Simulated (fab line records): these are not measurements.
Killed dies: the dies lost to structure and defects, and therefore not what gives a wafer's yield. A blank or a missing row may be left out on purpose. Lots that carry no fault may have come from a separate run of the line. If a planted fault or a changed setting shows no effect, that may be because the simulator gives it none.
fab line records -- flow sky130
record lots=6, wafers=18, last-day=51
route steps=708 shown VT_ADJUST_NCORE@122 VT_ADJUST_HVTR@131 PAD_OPEN@708
lots that met no fault: from a run of the same line without faults
start-h: start of the lot's first displayed wafer, in hours after the record's first day -- wait-h: hours from the lot's prior step to this one -- " unchanged from the row above -- L1.1+2: several wafers, shown together as one row -- - no value, or no start given -- * or withheld: withheld -- < > ~ a bound
route shown NAME@n: NAME is a module with steps in the file, n the number in the route of the first one -- usual: mean and standard deviation over wafers with no fault -- same: alike in all rows -- chamber/n: place in a boat -- sites: readings site by site -- _std_site: standard deviation across them -- _edge_site: inner sites' mean taken away from outer sites' mean -- radius-mm: how far each site lies from the wafer's centre -- mask NAME#n: copy n -- behind: the last tool/chamber to shape the wafer -- hold: cause of the lot's hold/its duration in hours/its outcome -- device: names the non-switching transistor (n, p or np) -- end of line: the same wafers' tests at the end of the route -- a step with no rows: only its recipe -- killed: count of dies lost to structure and defects at first sort (not the wafer's yield) -- map: the dies of a wafer, with x for killed, . for not killed, _ for no die there
set.NAME: setting as actually run; set.NAME@STEP: the setting as run at that earlier step -- model.NAME: the simulator's own value behind a step, which no gauge read
a table for each step, a row for each wafer; lots at some steps of the route
services: the hour from which a tool's chamber was out of use, counted from the record's first day as start-h (under 0 if before that day), plus the number of hours and why
## steps
# step SKY_VT_ADJUST_NCORE_SOFTBAKE_03
# recipe temp-c=90, time-s=60, resist=NOVOLAK
# step SKY_VT_ADJUST_NCORE_EXPOSE_04
# recipe mask-id=LVTN_COMPLEMENT_THIN, na=0.6, source-shape=conventional, sigma-outer=0.6, polarization=unpolarized, target-cd-nm=380, dose-mj=139
# step SKY_VT_ADJUST_NCORE_PEB_05
# recipe temp-c=withheld, time-s=*, resist=NOVOLAK
# step SKY_VT_ADJUST_NCORE_DEVELOP_06
# recipe resist=NOVOLAK, developer=TMAH, develop-time-s=60, dev-temp-c=23
# step SKY_VT_ADJUST_NCORE_CD_MEAS_07
# recipe target-cd-nm=380
# usual cd-nm=380.4/2.9
lot.wafer,tool,chamber,start-h,wait-h,cd-nm
L284.1,cd-sem-01,-,207.49,0.1,385.1
L284.3,cd-sem-01,-,207.49,0.1,386.0
L284.4,cd-sem-01,-,207.49,0.1,386.5
L290.1,cd-sem-02,-,245.79,0.1,377.2
L290.3,cd-sem-02,-,245.79,0.1,379.4
L290.4,cd-sem-02,-,245.79,0.1,380.8
L294.1,cd-sem-02,-,273.84,0.1,377.8
L294.2,cd-sem-02,-,273.84,0.1,378.0
L294.5,cd-sem-02,-,273.84,0.1,377.1
L295.1,cd-sem-01,-,282.24,0.1,381.7
L295.4,cd-sem-01,-,282.24,0.1,380.7
L295.6,cd-sem-01,-,282.24,0.1,378.5
L296.4,cd-sem-01,-,288.70,0.1,378.4
L296.5,cd-sem-01,-,288.70,0.1,382.0
L296.6,cd-sem-01,-,288.70,0.1,379.8
L303.2,cd-sem-02,-,341.79,0.1,380.5
L303.4,cd-sem-02,-,341.79,0.1,380.5
L303.5,cd-sem-02,-,341.79,0.1,379.8
# step SKY_VT_ADJUST_NCORE_OVL_MEAS_08
# usual VT_ADJUST_NCORE_OVL=-0.5/1.5
lot.wafer,tool,chamber,start-h,wait-h,VT_ADJUST_NCORE_OVL[nm]
L284.1,overlay-02,-,207.61,0.1,1.8
L284.3,overlay-02,-,207.61,0.1,-0.5
L284.4,overlay-02,-,207.61,0.1,0.4
L290.1,overlay-01,-,245.91,0.1,-1.5
L290.3,overlay-01,-,245.91,0.1,-0.9
L290.4,overlay-01,-,245.91,0.1,-1.9
L294.1,overlay-01,-,273.96,0.1,-3.7
L294.2,overlay-01,-,273.96,0.1,-3.3
L294.5,overlay-01,-,273.96,0.1,-3.4
L295.1,overlay-02,-,282.36,0.1,1.0
L295.4,overlay-02,-,282.36,0.1,0.8
L295.6,overlay-02,-,282.36,0.1,1.8
L296.4,overlay-01,-,288.77,0.1,-2.4
L296.5,overlay-01,-,288.77,0.1,-2.5
L296.6,overlay-01,-,288.77,0.1,-0.6
L303.2,overlay-01,-,341.89,0.1,-2.0
L303.4,overlay-01,-,341.89,0.1,-2.7
L303.5,overlay-01,-,341.89,0.1,-2.4
# step SKY_VT_ADJUST_NCORE_IMPLANT_09
# recipe species=B, energy-kev=10, dose-cm2=2.4e+12, tilt-deg=withheld
# step SKY_VT_ADJUST_NCORE_STRIP_10
# recipe chemistry=O2/N2, power-w=1400, pressure-mtorr=1500, platen-temp-c=withheld, o2-flow-sccm=3000, n2-flow-sccm=300, overash-fraction=0.5
# usual drypump-motor-current-A=6.0/0.44, oes-product-au=0.716/0.0046, strip-time-to-endpoint-s=14.16/0.034
lot.wafer,tool,chamber,start-h,wait-h,drypump-motor-current-A,oes-product-au,rf-hours-counter-h,strip-time-to-endpoint-s
L284.1,plasma-asher-03,0,207.79,0.1,6.6,0.710,48,14.18
L284.3,plasma-asher-03,1,207.79,0.1,5.5,0.714,-,14.19
L284.4,plasma-asher-03,0,207.79,0.1,6.6,0.716,-,14.19
L290.1,plasma-asher-03,1,246.09,0.1,5.4,0.708,52,14.11
L290.3,plasma-asher-03,1,246.09,0.1,5.4,0.717,-,14.09
L290.4,plasma-asher-03,0,246.09,0.1,6.6,0.710,-,14.13
L294.1,plasma-asher-01,0,274.14,0.1,5.8,0.711,59,14.11
L294.2,plasma-asher-01,1,274.14,0.1,6.0,0.706,59,14.09
L294.5,plasma-asher-01,0,274.14,0.1,5.8,0.718,-,14.17
L295.1,plasma-asher-03,0,282.54,0.1,6.6,0.720,56,14.16
L295.4,plasma-asher-03,1,282.54,0.1,5.5,0.721,-,14.15
L295.6,plasma-asher-03,1,282.54,0.1,5.5,0.719,-,14.15
L296.4,plasma-asher-03,1,288.97,0.1,5.5,0.722,-,14.20
L296.5,plasma-asher-03,1,288.97,0.1,5.5,0.720,-,14.22
L296.6,plasma-asher-03,0,288.97,0.1,6.6,0.710,-,14.18
L303.2,plasma-asher-04,1,342.07,0.1,5.8,0.710,51,14.14
L303.4,plasma-asher-04,1,342.07,0.1,5.8,0.720,-,14.11
L303.5,plasma-asher-04,0,342.07,0.1,6.4,0.710,-,14.14
# step SKY_VT_ADJUST_NCORE_TW_MEAS_11
# usual VT_ADJUST_NCORE_TW=215.5/0.94
lot.wafer,tool,chamber,start-h,wait-h,VT_ADJUST_NCORE_TW
L284.1,film-metro-03,-,207.89,0.1,216.3
L284.3,film-metro-03,-,207.89,0.1,215.6
L284.4,film-metro-03,-,207.89,0.1,215.1
L290.1,film-metro-01,-,246.19,0.1,215.7
L290.3,film-metro-01,-,246.19,0.1,214.8
L290.4,film-metro-01,-,246.19,0.1,214.3
L294.1,film-metro-01,-,274.24,0.1,215.3
L294.2,film-metro-01,-,274.24,0.1,214.9
L294.5,film-metro-01,-,274.24,0.1,214.1
L295.1,film-metro-03,-,282.64,0.1,215.5
L295.4,film-metro-03,-,282.64,0.1,214.6
L295.6,film-metro-03,-,282.64,0.1,214.8
L296.4,film-metro-04,-,289.07,0.1,216.3
L296.5,film-metro-04,-,289.07,0.1,215.4
L296.6,film-metro-04,-,289.07,0.1,216.8
L303.2,film-metro-01,-,342.18,0.1,215.3
L303.4,film-metro-01,-,342.18,0.1,216.3
L303.5,film-metro-01,-,342.18,0.1,215.3
# step SKY_VT_ADJUST_HVTR_DEHYDRATE_00
# recipe temp-c=200, time-s=60
# step SKY_VT_ADJUST_HVTR_HMDS_01
# recipe prime-time-s=60, prime-temp-c=120
# step SKY_VT_ADJUST_HVTR_COAT_02
# recipe resist=NOVOLAK, spin-rpm=3000, resist-thk-nm=1140
# step SKY_VT_ADJUST_HVTR_SOFTBAKE_03
# recipe temp-c=90, time-s=60, resist=NOVOLAK
# usual resist-line-temp-C=23.00/0.1, run-length-s=89.11/0.26
lot.wafer,tool,chamber,start-h,wait-h,resist-line-temp-C,run-length-s
L284.1,litho-track-02,0,219.34,0.1,23.04,88.92
L284.3,litho-track-02,0,219.34,0.1,23.03,88.92
L284.4,litho-track-02,0,219.34,0.1,23.13,88.97
L290.1,litho-track-02,0,258.14,0.1,22.93,89.16
L290.3,litho-track-02,0,258.14,0.1,22.90,89.04
L290.4,litho-track-02,0,258.14,0.1,22.98,88.90
L294.1,litho-track-01,0,285.94,0.1,22.85,89.69
L294.2,litho-track-01,0,285.94,0.1,22.95,89.47
L294.5,litho-track-01,0,285.94,0.1,23.11,89.78
L295.1,litho-track-02,0,295.09,0.1,22.83,99.67
L295.4,litho-track-02,0,295.09,0.1,22.96,99.87
L295.6,litho-track-02,0,295.09,0.1,22.91,99.71
L296.4,litho-track-02,0,302.11,0.1,23.10,99.64
L296.5,litho-track-02,0,302.11,0.1,23.13,99.82
L296.6,litho-track-02,0,302.11,0.1,23.04,99.84
L303.2,litho-track-04,0,356.31,0.1,23.06,88.87
L303.4,litho-track-04,0,356.31,0.1,23.02,88.82
L303.5,litho-track-04,0,356.31,0.1,23.16,88.97
# step SKY_VT_ADJUST_HVTR_EXPOSE_04
# recipe mask-id=HVTRM, target-cd-nm=380, na=0.6, source-shape=conventional, sigma-outer=0.6, dose-mj=150
# step SKY_PAD_OPEN_PROBE_99
# usual killed_at_M0_to_M3=43/6.8, killed_at_M4_up=3.1/1.8, killed-at-contacts=25/5.8, killed-at-front-end=15/4.2, killed-at-other=0.3/0.5, killed-dies=87/9.7, killed-on-rim=17/4.1, killed-open=47/7.3, killed-short=39/6.6
# same gross-dies=492, killed-at-back-side=0
lot.wafer,tool,chamber,start-h,wait-h,killed_at_M0_to_M3,killed_at_M4_up,killed-at-contacts,killed-at-front-end,killed-at-other,killed-dies,killed-on-rim,killed-open,killed-short
L284.1,prober-02,-,1106.49,0.1,37,1,18,18,0,74,11,38,36
L284.3,prober-02,-,1106.59,0.2,38,4,22,14,0,78,16,43,35
L284.4,prober-02,-,1106.64,0.2,53,4,26,12,0,95,22,48,47
L290.1,prober-02,-,1132.49,0.1,44,1,29,11,0,85,13,47,38
L290.3,prober-02,-,1132.59,0.2,44,1,22,12,0,79,19,44,35
L290.4,prober-02,-,1132.64,0.2,41,2,28,12,0,83,17,47,36
L294.1,prober-01,-,1155.68,0.1,52,0,27,20,0,99,15,49,50
L294.2,prober-01,-,1155.73,0.1,51,1,21,18,1,92,21,51,41
L294.5,prober-01,-,1155.88,0.2,59,4,21,16,0,100,28,48,52
L295.1,prober-02,-,1163.55,0.1,47,2,25,19,0,93,15,60,33
L295.4,prober-02,-,1163.70,0.2,45,3,23,15,0,86,19,43,43
L295.6,prober-02,-,1163.80,0.2,44,1,12,28,0,85,18,50,35
L296.4,prober-01,-,1173.89,0.2,37,1,20,17,1,76,11,42,34
L296.5,prober-01,-,1173.94,0.2,34,4,21,15,0,74,17,41,33
L296.6,prober-01,-,1173.99,0.2,27,5,18,11,0,61,14,35,26
L303.2,prober-01,-,1214.54,0.1,47,7,20,17,1,92,19,47,45
L303.4,prober-01,-,1214.64,0.2,47,1,28,15,0,91,21,46,45
L303.5,prober-01,-,1214.69,0.2,43,2,23,13,0,81,22,47,34
# killed by level:class
L284.1 VIA1:geometric-particle:open=9 CONTACT:geometric-particle:open=8 VIA3:geometric-particle:short=7 POLY_GATE:geometric-particle:short=6 POLY_GATE:geometric-particle:open=4 FIELD_ISO:geometric-particle:open=3 LOCAL_INTERCONNECT:geometric-particle:short=3 CONTACT:geometric-particle:short=3
L284.3 VIA1:geometric-particle:open=13 CONTACT:geometric-particle:open=10 LI_CONTACT:geometric-particle:short=6 VIA3:geometric-particle:open=5 METAL2:geometric-particle:short=4 METAL4:geometric-particle:short=4 FIELD_ISO:geometric-particle:open=3 CONTACT:geometric-particle:short=3
L284.4 VIA1:geometric-particle:open=11 METAL2:geometric-particle:short=9 CONTACT:geometric-particle:open=9 VIA1:geometric-particle:short=9 VIA3:geometric-particle:open=7 LI_CONTACT:geometric-particle:open=7 CONTACT:geometric-particle:short=7 METAL1:geometric-particle:short=5
L290.1 CONTACT:geometric-particle:open=15 VIA1:geometric-particle:open=11 METAL2:geometric-particle:short=6 VIA2:geometric-particle:open=6 LI_CONTACT:geometric-particle:open=5 METAL1:geometric-particle:short=5 FIELD_ISO:geometric-particle:short=4 LI_CONTACT:geometric-particle:short=4
L290.3 CONTACT:geometric-particle:open=9 VIA1:geometric-particle:open=9 VIA3:geometric-particle:open=9 METAL2:geometric-particle:short=6 VIA2:geometric-particle:open=6 FIELD_ISO:geometric-particle:open=5 CONTACT:geometric-particle:short=5 LI_CONTACT:geometric-particle:short=4
L290.4 VIA1:geometric-particle:open=12 LI_CONTACT:geometric-particle:open=8 LI_CONTACT:geometric-particle:short=7 VIA2:geometric-particle:open=7 CONTACT:geometric-particle:open=6 VIA1:geometric-particle:short=6 METAL2:geometric-particle:short=5 VIA3:geometric-particle:open=4
L294.1 VIA1:geometric-particle:open=21 CONTACT:geometric-particle:open=7 FIELD_ISO:geometric-particle:short=6 LI_CONTACT:geometric-particle:open=6 LOCAL_INTERCONNECT:geometric-particle:short=6 CONTACT:geometric-particle:short=6 METAL1:geometric-particle:short=6 METAL2:geometric-particle:short=6
L294.2 VIA1:geometric-particle:open=16 CONTACT:geometric-particle:open=8 VIA3:geometric-particle:open=7 POLY_GATE:geometric-particle:short=6 METAL1:geometric-particle:short=5 METAL2:geometric-particle:short=5 FIELD_ISO:geometric-particle:open=4 LOCAL_INTERCONNECT:geometric-particle:short=4
L294.5 METAL2:geometric-particle:short=11 VIA1:geometric-particle:open=9 CONTACT:geometric-particle:open=9 FIELD_ISO:geometric-particle:short=8 VIA2:geometric-particle:open=8 METAL1:geometric-particle:short=7 METAL3:geometric-particle:short=5 VIA1:geometric-particle:short=5
L295.1 VIA1:geometric-particle:open=12 VIA2:geometric-particle:open=11 VIA3:geometric-particle:open=10 LI_CONTACT:geometric-particle:open=9 CONTACT:geometric-particle:open=8 LOCAL_INTERCONNECT:geometric-particle:short=7 FIELD_ISO:geometric-particle:short=6 POLY_GATE:geometric-particle:short=5
L295.4 VIA1:geometric-particle:short=8 VIA1:geometric-particle:open=7 VIA3:geometric-particle:open=7 POLY_GATE:geometric-particle:short=6 LI_CONTACT:geometric-particle:open=6 LOCAL_INTERCONNECT:geometric-particle:short=5 CONTACT:geometric-particle:open=5 CONTACT:geometric-particle:short=5
L295.6 FIELD_ISO:geometric-particle:short=8 VIA1:geometric-particle:open=8 VIA2:geometric-particle:open=8 VIA3:geometric-particle:open=8 FIELD_ISO:geometric-particle:open=7 POLY_GATE:geometric-particle:short=6 POLY_GATE:geometric-particle:open=5 METAL2:geometric-particle:short=5
L296.4 METAL2:geometric-particle:short=7 VIA2:geometric-particle:open=7 VIA1:geometric-particle:open=5 LI_CONTACT:geometric-particle:open=5 CONTACT:geometric-particle:short=5 CONTACT:geometric-particle:open=5 VIA1:geometric-particle:short=5 FIELD_ISO:geometric-particle:open=4
L296.5 VIA1:geometric-particle:open=7 LI_CONTACT:geometric-particle:open=7 VIA3:geometric-particle:open=7 FIELD_ISO:geometric-particle:short=5 CONTACT:geometric-particle:open=5 METAL3:geometric-particle:short=5 METAL2:geometric-particle:short=4 FIELD_ISO:geometric-particle:open=3
L296.6 VIA2:geometric-particle:open=10 CONTACT:geometric-particle:open=7 FIELD_ISO:geometric-particle:open=5 METAL4:geometric-particle:short=5 LI_CONTACT:geometric-particle:open=3 LOCAL_INTERCONNECT:geometric-particle:short=3 VIA1:geometric-particle:open=3 VIA3:geometric-particle:open=3
L303.2 VIA1:geometric-particle:open=14 CONTACT:geometric-particle:open=8 VIA1:geometric-particle:short=7 VIA3:geometric-particle:open=7 METAL4:geometric-particle:short=6 LI_CONTACT:geometric-particle:open=5 CONTACT:geometric-particle:short=5 VIA3:geometric-particle:short=5
L303.4 CONTACT:geometric-particle:open=8 LOCAL_INTERCONNECT:geometric-particle:short=8 VIA1:geometric-particle:open=8 VIA3:geometric-particle:open=7 VIA2:geometric-particle:open=6 FIELD_ISO:geometric-particle:open=5 CONTACT:geometric-particle:short=5 METAL2:geometric-particle:open=5
L303.5 VIA1:geometric-particle:open=11 CONTACT:geometric-particle:open=8 METAL2:geometric-particle:short=6 FIELD_ISO:geometric-particle:open=5 LI_CONTACT:geometric-particle:open=5 LOCAL_INTERCONNECT:geometric-particle:short=5 VIA2:geometric-particle:open=5 VIA1:geometric-particle:short=4
## services
tool,chamber,start-h,hours,kind
plasma-asher-01,-,193.63,3.5,repair
plasma-asher-04,-,255.97,28.1,pm
plasma-asher-04,-,284.07,14.6,pm
plasma-asher-04,-,298.67,2.8,pm
plasma-asher-04,-,303.85,0.3,repair
## key
first-sign step=SKY_VT_ADJUST_HVTR_SOFTBAKE_03, reading=run-length-s, direction=up, sigmas=41, usual=*, struck=*
effect none on later readings
met-at SKY_VT_ADJUST_HVTR_SOFTBAKE_03
struck-wafers L295.1,L295.4,L295.6,L296.4,L296.5,L296.6
tester-left-out L295,L296
onset-between 258.14 295.09
fault kind=process-parameter-drift, tool=litho-track-02, chamber=-, onset-h=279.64, steps=SKY_VT_ADJUST_HVTR_SOFTBAKE_03, channel=time-s, offset=*, shape=step, end-h=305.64, acts-in=*, stated=*
# tester-left-out: of these lots the tester's yield and bins aren't shown, on N5 and GAA mostly nor the transistor test; their killed dies are dies lost to structure and defects alone, not to doping, threshold or leakage, so they don't give the yield
